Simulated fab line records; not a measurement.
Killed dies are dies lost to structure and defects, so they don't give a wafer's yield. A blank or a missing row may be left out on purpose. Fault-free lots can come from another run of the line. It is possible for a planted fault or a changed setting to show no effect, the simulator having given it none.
Which tool was responsible? + flow gf180mcu + 13 lots with 39 wafers sampled at 4 steps, on a route of 602 steps

## WHAT THE GAUGES SHOWED, per wafer
GF_MIM_THK_MEAS_06. Usual: for MIM_CVD_05_THK the level is 42.2 nm and the standard deviation is 0.55.
| lot  | measured     | on            | MIM_CVD_05_THK (nm) | flag |
|------|--------------|---------------|---------------------|------|
| L324 | day 24 05:22 | film metro-02 | 42.0 41.4 42.0      |      |
| L325 | day 25 02:24 | film metro-01 | 41.1 42.4 42.0      |      |
| L330 | day 26 22:32 | film metro-04 | 42.2 41.7 43.0      |      |
| L329 | day 26 23:53 | film metro-04 | 41.9 41.5 42.0      |      |
| L332 | day 27 07:06 | film metro-01 | 41.6 41.1 41.1      |      |
| L333 | day 27 10:02 | film metro-04 | 42.4 43.3 42.2      |      |
| L334 | day 27 13:32 | film metro-01 | 55.6 56.6 42.0      | OFF  |
| L338 | day 28 22:49 | film metro-02 | 41.7 55.4 56.3      | OFF  |
| L339 | day 29 06:58 | film metro-02 | 42.0 41.3 42.1      |      |
| L343 | day 30 06:45 | film metro-02 | 42.0 42.7 42.6      |      |
| L344 | day 30 16:10 | film metro-04 | 42.4 42.2 42.3      |      |
| L346 | day 31 01:56 | film metro-01 | 42.2 42.9 43.1      |      |
| L347 | day 31 13:16 | film metro-02 | 41.3 41.3 41.8      |      |

## EACH LOT AND THE TOOL THAT RAN IT (in order: tool; ch and the chambers of the sampled wafers; start)
| lot  | GF_V4_SPUTTER_22             | GF_V4_CMP_26                  | GF_MIM_CVD_05                   |
|------|------------------------------|-------------------------------|---------------------------------|
| L324 | pvd sputter-02, day 24 04:28 | cmp-02 ch 0,1, day 24 04:49   | pecvd-04 ch 0,1, day 24 05:20   |
| L325 | pvd sputter-02, day 25 01:31 | cmp-01 ch 0,1,2, day 25 01:57 | pecvd-03 ch 0,2, day 25 02:22   |
| L330 | pvd sputter-02, day 26 21:38 | cmp-01 ch 0,1,3, day 26 21:58 | pecvd-03 ch 0,1, day 26 22:29   |
| L329 | pvd sputter-03, day 26 22:59 | cmp-02 ch 0,1, day 26 23:23   | pecvd-02 ch 1,2, day 26 23:51   |
| L332 | pvd sputter-03, day 27 05:58 | cmp-01 ch 0,2,3, day 27 06:38 | pecvd-02 ch 1,2, day 27 07:04   |
| L333 | pvd sputter-02, day 27 09:07 | cmp-01 ch 0,2,3, day 27 09:30 | pecvd-02 ch 0,1,2, day 27 09:59 |
| L334 | pvd sputter-02, day 27 12:38 | cmp-01 ch 1,2, day 27 12:58   | pecvd-02 ch 0,1, day 27 13:29   |
| L338 | pvd sputter-03, day 28 21:55 | cmp-02 ch 0,2,3, day 28 22:21 | pecvd-02 ch 0,2, day 28 22:46   |
| L339 | pvd sputter-03, day 29 06:04 | cmp-01 ch 0,1,3, day 29 06:24 | pecvd-03 ch 0,1,2, day 29 06:55 |
| L343 | pvd sputter-03, day 30 05:52 | cmp-02 ch 0,2,3, day 30 06:15 | pecvd-04 ch 0,1,2, day 30 06:43 |
| L344 | pvd sputter-04, day 30 15:16 | cmp-02 ch 0,1,3, day 30 15:42 | pecvd-04 ch 0,1,2, day 30 16:07 |
| L346 | pvd sputter-03, day 31 01:02 | cmp-01 ch 0,3, day 31 01:25   | pecvd-04 ch 0,1, day 31 01:53   |
| L347 | pvd sputter-03, day 31 12:22 | cmp-01 ch 1,2,3, day 31 12:42 | pecvd-03 ch 0,1, day 31 13:13   |
- GF_V4_SPUTTER_22: material TiN, target thk 10 nm, time 40 s.
- GF_V4_CMP_26: polishes, stops on SiO2, t overpolish 15 s, target thk 0 nm.
- GF_MIM_CVD_05: deposits Si3N4, target thk 42 nm, time 29.086 s.

## WHAT THE TOOLS THEMSELVES READ (means of the sampled wafers that have a number; where no wafer has one, the mark that the record gives instead)
GF_V4_SPUTTER_22. Usual: throttle valve pct 29.6 %, standard deviation 0.83.
| lot  | tool           | throttle valve pct (%) | flag |
|------|----------------|------------------------|------|
| L324 | pvd sputter-02 | 29.2                   |      |
| L325 | pvd sputter-02 | 29.7                   |      |
| L330 | pvd sputter-02 | 30.7                   |      |
| L329 | pvd sputter-03 | 29.3                   |      |
| L332 | pvd sputter-03 | 29.3                   |      |
| L333 | pvd sputter-02 | 29.7                   |      |
| L334 | pvd sputter-02 | 30.5                   |      |
| L338 | pvd sputter-03 | 29.6                   |      |
| L339 | pvd sputter-03 | 29.3                   |      |
| L343 | pvd sputter-03 | 29.1                   |      |
| L344 | pvd sputter-04 | 30.9                   |      |
| L346 | pvd sputter-03 | 29.1                   |      |
| L347 | pvd sputter-03 | 29.4                   |      |

GF_V4_CMP_26. Usual: head pressure psi 3.500 psi, standard deviation 0.0073; motor current A 10.5 A, standard deviation 1.1; overpolish run s 15.001 s, standard deviation 0.0097; time to endpoint s 86 s, standard deviation 4.1.
| lot  | tool   | head pressure psi (psi) | motor current A (A) | overpolish run s (s) | time to endpoint s (s) | flag |
|------|--------|-------------------------|---------------------|----------------------|------------------------|------|
| L324 | cmp-02 | 3.499                   | 11.5                | 14.997               | 87                     |      |
| L325 | cmp-01 | 3.496                   | 10.3                | 15.004               | 85                     |      |
| L330 | cmp-01 | 3.504                   | 9.6                 | 15.007               | 87                     |      |
| L329 | cmp-02 | 3.487                   | 11.9                | 15.002               | 85                     |      |
| L332 | cmp-01 | 3.498                   | 10.2                | 14.998               | 80                     |      |
| L333 | cmp-01 | 3.500                   | 10.6                | 14.996               | 82                     |      |
| L334 | cmp-01 | 3.500                   | 10.1                | 15.000               | 84                     |      |
| L338 | cmp-02 | 3.504                   | 10.8                | 15.004               | 85                     |      |
| L339 | cmp-01 | 3.503                   | 9.5                 | 15.001               | 89                     |      |
| L343 | cmp-02 | 3.499                   | 11.0                | 14.995               | 90                     |      |
| L344 | cmp-02 | 3.502                   | 11.3                | 15.004               | 88                     |      |
| L346 | cmp-01 | 3.497                   | 9.6                 | 15.009               | 84                     |      |
| L347 | cmp-01 | 3.500                   | 10.4                | 14.996               | 82                     |      |

GF_MIM_CVD_05. Usual: heater power outer w 379 W, standard deviation 60; heater power w 662 W, standard deviation 91.
| lot  | tool     | heater power outer w (W) | heater power w (W) | flag |
|------|----------|--------------------------|--------------------|------|
| L324 | pecvd-04 | 391                      | 672                |      |
| L325 | pecvd-03 | 356                      | 645                |      |
| L330 | pecvd-03 | 392                      | 676                |      |
| L329 | pecvd-02 | 279                      | 511                |      |
| L332 | pecvd-02 | 284                      | 534                |      |
| L333 | pecvd-02 | 357                      | 647                |      |
| L334 | pecvd-02 | 419                      | 760                |      |
| L338 | pecvd-02 | 423                      | 735                |      |
| L339 | pecvd-03 | 392                      | 675                |      |
| L343 | pecvd-04 | 428                      | 710                |      |
| L344 | pecvd-04 | 402                      | 676                |      |
| L346 | pecvd-04 | 350                      | 613                |      |
| L347 | pecvd-03 | 436                      | 712                |      |

## THE ANSWER, worked out from the rows above alone
Rule: a lot counts as off when the mean over its wafers that have a number is more than 3 standard deviations away from the usual mean. A lot without any number at a reading at which 4 lots or more have one is off too. All remaining lots with rows at the step are treated as sound. First the gauges in route order, then the tools' own readings, where a lot's mean is used as printed above. At the first step where some lot is off, the reading lying furthest off is the one used; lots without a number count as furthest.
Off: L334, L338, seen at GF_MIM_THK_MEAS_06 (MIM_CVD_05_THK).
A tool fits if, at a process step before that reading, it ran every lot that is off, and no sound lot after the first of them. Gauges at GF_MIM_THK_MEAS_06: tried the same way as those tools. One fits: GF_MIM_CVD_05 on pecvd-02. A fault onset in the window from L333 (day 27 09:59, its last sound lot) to L334 (day 27 13:29, its first lot off) fits.

## WHAT HAD BEEN PUT IN BY THE SIMULATOR
pecvd-02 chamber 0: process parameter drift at GF_MIM_CVD_05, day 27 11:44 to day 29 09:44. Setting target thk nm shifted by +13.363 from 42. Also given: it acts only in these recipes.
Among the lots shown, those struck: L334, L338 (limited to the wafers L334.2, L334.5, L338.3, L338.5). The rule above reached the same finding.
